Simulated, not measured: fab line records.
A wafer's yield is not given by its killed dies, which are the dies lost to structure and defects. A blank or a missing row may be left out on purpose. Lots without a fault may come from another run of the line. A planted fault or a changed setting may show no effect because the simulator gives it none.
A single fault, viewed from 2 desks | flow gf180mcu | every desk sees just its own numbers, and what lay behind them comes last

## AT THE TOOL OWNER'S DESK: rie_si-01
The tool's own readings at GF_POLY_GATE_ETCH_13 (etches poly-Si in HBr/Cl2, stops on SiO2, target depth 198.5 nm, time 69.6 s): means of the sampled wafers that have a number, for each lot that ran on this tool. Any lot whose mean is over 4 standard deviations away from the usual mean is out of limits and marked OUT; that distance is given in the brackets.
Columns: A = drypump_motor_current_A at GF_POLY_GATE_ETCH_13, usual 6.0 A; B = oes_product_au at GF_POLY_GATE_ETCH_13, usual 0.983 a.u.; C = run_length_s at GF_POLY_GATE_ETCH_13, usual 97.8 s; D = throttle_valve_pct at GF_POLY_GATE_ETCH_13, usual 33.686 %
lot  | first seen here | A   | B     | C               | D
L947 | day 9 05:23     | 6.2 | 0.987 | 97.6            | 33.693
L948 | day 9 12:35     | 5.7 | 0.974 | 97.9            | 33.690
L952 | day 10 13:08    | 6.1 | 0.986 | 97.9            | 33.684
L958 | day 12 11:44    | 5.8 | 0.973 | 95.6 (-5.4) OUT | 33.683
L959 | day 12 19:50    | 6.2 | 0.996 | 95.7 (-5.1) OUT | 33.686
L970 | day 16 02:20    | 5.8 | 0.977 | 97.7            | 33.678
This desk's verdict: out of limits on L958, L959, starting with L958 at day 12 11:44 (run_length_s at GF_POLY_GATE_ETCH_13). L947, L948, L952, L970: within limits.

## THE METROLOGY DESK
Lot by lot, what the gauges showed, no matter which tool ran the lot: averages of those sampled wafers that carry a number. Any lot whose mean is over 4 standard deviations away from the usual mean is out of limits and marked OUT; that distance is given in the brackets.
Columns: A = VT_IMPLANT_2_TW at GF_VT_IMPLANT_TW_MEAS_21, usual 1215; B = LVPWELL_RS at GF_VT_IMPLANT_RS_MEAS_48, usual 1195.7 ohm/sq; C = HV_LDD_01_OVL at GF_HV_LDD_OVL_MEAS_20, usual -1.0 nm
lot  | first seen here | A    | B      | C
L947 | day 6 07:58     | 1219 | 1195.4 | -0.0
L948 | day 6 13:03     | 1215 | 1195.0 | -1.8
L950 | day 6 23:59     | 1223 | 1194.6 | 0.1
L951 | day 7 06:05     | 1202 | 1197.2 | -1.0
L952 | day 7 08:35     | 1201 | 1193.4 | 2.2
L958 | day 9 03:56     | 1207 | 1196.1 | -0.1
L959 | day 9 08:59     | 1220 | 1194.5 | -1.6
L965 | day 11 07:56    | 1226 | 1194.8 | -1.0
L964 | day 11 09:17    | 1225 | 1199.1 | -0.2
L966 | day 11 18:02    | 1204 | 1192.9 | -1.2
L967 | day 11 21:01    | 1226 | 1193.1 | -1.1
L968 | day 12 04:06    | 1219 | 1198.6 | -1.8
L970 | day 12 09:42    | 1216 | 1195.5 | -3.4
L969 | day 12 12:35    | 1218 | 1190.2 | -2.6
Finding of this desk: none of the 14 lots has anything out of limits.

## TAKEN TOGETHER
On L958, L959, at day 12 11:44, an alarm was possible from the tool owner's desk.
Nothing out of limits was seen by the metrology desk.
The metrology desk holds a record of L958, L959, inside its limits.
On rie_si-01, each named lot ran GF_POLY_GATE_ETCH_13.

## WHAT THE SIMULATOR HAD PUT IN
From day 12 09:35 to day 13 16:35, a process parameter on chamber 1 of rie_si-01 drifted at GF_POLY_GATE_ETCH_13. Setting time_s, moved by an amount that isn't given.
Shown lots that were struck: L958, L959.
Hours from the fault's start to each desk's first reading out of limits: the tool owner's desk, 2.
